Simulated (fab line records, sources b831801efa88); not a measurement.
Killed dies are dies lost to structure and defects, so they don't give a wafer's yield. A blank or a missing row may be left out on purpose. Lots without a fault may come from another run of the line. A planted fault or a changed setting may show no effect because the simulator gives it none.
A struck lot beside a sound one | flow sky130 | 16 steps out of a route of 708
Sound: wafers L633.2, L633.4, L633.5. Struck: wafers L622.4, L622.5, L622.6. The cause comes at the end.
At each step with rows: each side's tool, then ch and its chambers, then its first start. Under that, the readings that differ: sound wafers | struck wafers | difference of the means | sigmas: that difference in standard deviations of wafers without a fault.
alike: readings whose means differ by less than 2 such deviations, and words and numbers that are the same on both sides. not compared: withheld readings, readings that some wafer has no value for, bounds like >300 that may hide the same value, and numbers for which the record gives no deviation and whose values overlap.
The two part at a step that has a row with sigmas, a row that says differs or no value, or rows on one side only. Numbers that don't overlap but have no deviation are shown without sigmas and don't part them. A reading that every wafer of one side lacks parts them only if that side has two wafers or more.

SKY_NWELL_RS_MEAS_29: measures by four-point-probe.
  sound on film_metro-01, day 10 04:55; struck on film_metro-03, day 7 14:23
  alike: NWELL_RS
SKY_NWELL_RS_MEAS_31: measures by four-point-probe.
  sound on film_metro-01, day 10 05:09; struck on film_metro-03, day 7 14:38
  alike: PWDE_RS
then, 7 steps without rows for these wafers: SKY_VT_ADJUST_HVTP_DEHYDRATE_00 (time 60 s); SKY_VT_ADJUST_HVTP_HMDS_01 (prime time 60 s); SKY_VT_ADJUST_HVTP_COAT_02 (resist thk 1140 nm); SKY_VT_ADJUST_HVTP_SOFTBAKE_03 (time 60 s); SKY_VT_ADJUST_HVTP_EXPOSE_04 (exposes mask HVTPM, target cd 380 nm); SKY_VT_ADJUST_HVTP_PEB_05; SKY_VT_ADJUST_HVTP_DEVELOP_06 (develop time 60 s).
SKY_VT_ADJUST_HVTP_CD_MEAS_07: target cd 380 nm.
  sound on cd_sem-02, day 11 03:11; struck on cd_sem-02, day 8 11:08
  alike: cd_nm
SKY_VT_ADJUST_HVTP_OVL_MEAS_08:
  sound on overlay-02, day 11 03:17; struck on overlay-01, day 8 11:13
  alike: VT_ADJUST_HVTP_OVL
SKY_VT_ADJUST_HVTP_IMPLANT_09:
  sound on implanter-04 ch 0, day 11 03:21; struck on implanter-03 ch 0, day 8 11:37
SKY_VT_ADJUST_HVTP_STRIP_10: strips in O2/N2.
  sound on plasma_asher-04 ch 0, day 11 03:28; struck on plasma_asher-04 ch 0,1, day 8 11:44
  alike: drypump_motor_current_A, n2_flow_sccm, o2_flow_sccm, oes_product_au, strip_time_to_endpoint_s
  not compared: rf_hours_counter_h
SKY_VT_ADJUST_HVTP_TW_MEAS_11:
  sound on film_metro-03, day 11 03:37; struck on film_metro-03, day 8 11:49
  reading           | sound          | struck         | difference | sigmas
  VT_ADJUST_HVTP_TW | 1345 1354 1358 | 1694 1699 1682 | +339       | +35
then, 1 step without rows for these wafers: SKY_VT_ADJUST_LVTN_DEHYDRATE_00 (time 60 s).
-- the record jumps here: 40 days lie between the struck wafers' starts before and after (it left off in module VT_ADJUST_LVTN and takes up again in module PAD_OPEN, whose first step shown is number 708 of the route) --
SKY_PAD_OPEN_PROBE_99:
  sound on prober-01, day 51 00:38; struck on prober-02, day 48 19:00
  reading                                 | sound             | struck            | difference | sigmas
  model.etest.tip_p.rs_ohm_sq             | 6802 6805 6819    | 9221 9153 9148    | +2365      |
  model.etest.pfet_01v8.r_on_ohm_um       | 2899 2836 2841    | 3627 3596 3546    | +731       |
  model.etest.pfet_01v8.drive_ua_um       | 194 196.9 196.9   | 125.9 126.4 128.1 | -69.1      |
  model.etest.pfet_01v8_mvt.drive_ua_um   | 153.1 154.2 154.3 | 89.44 90.46 89.87 | -63.94     |
  model.etest.pfet_01v8_hvt.drive_ua_um   | 144.7 147.6 147   | 98.71 98.71 99.81 | -47.36     |
  model.etest.sram_pfet_latch.drive_ua_um | 144.2 142.7 148.2 | 98.62 98.29 99.36 | -46.28     |
  model.etest.ring_1v8.delay_ps           | 21.54 21 20.95    | 27.43 27.24 26.86 | +6.01      |
  alike: killed_at_M0_to_M3, killed_at_M4_up, killed_at_contacts, killed_at_front_end, killed_at_other, killed_dies, killed_on_rim, killed_open, killed_short
  not compared: model.etest.tip_p.rs_ohm_sq_range

WHERE THEY PART
Only at SKY_VT_ADJUST_HVTP_TW_MEAS_11, within this record. Later steps at which nothing parts them and some readings are alike: SKY_PAD_OPEN_PROBE_99.

WHY: what the simulator had put in
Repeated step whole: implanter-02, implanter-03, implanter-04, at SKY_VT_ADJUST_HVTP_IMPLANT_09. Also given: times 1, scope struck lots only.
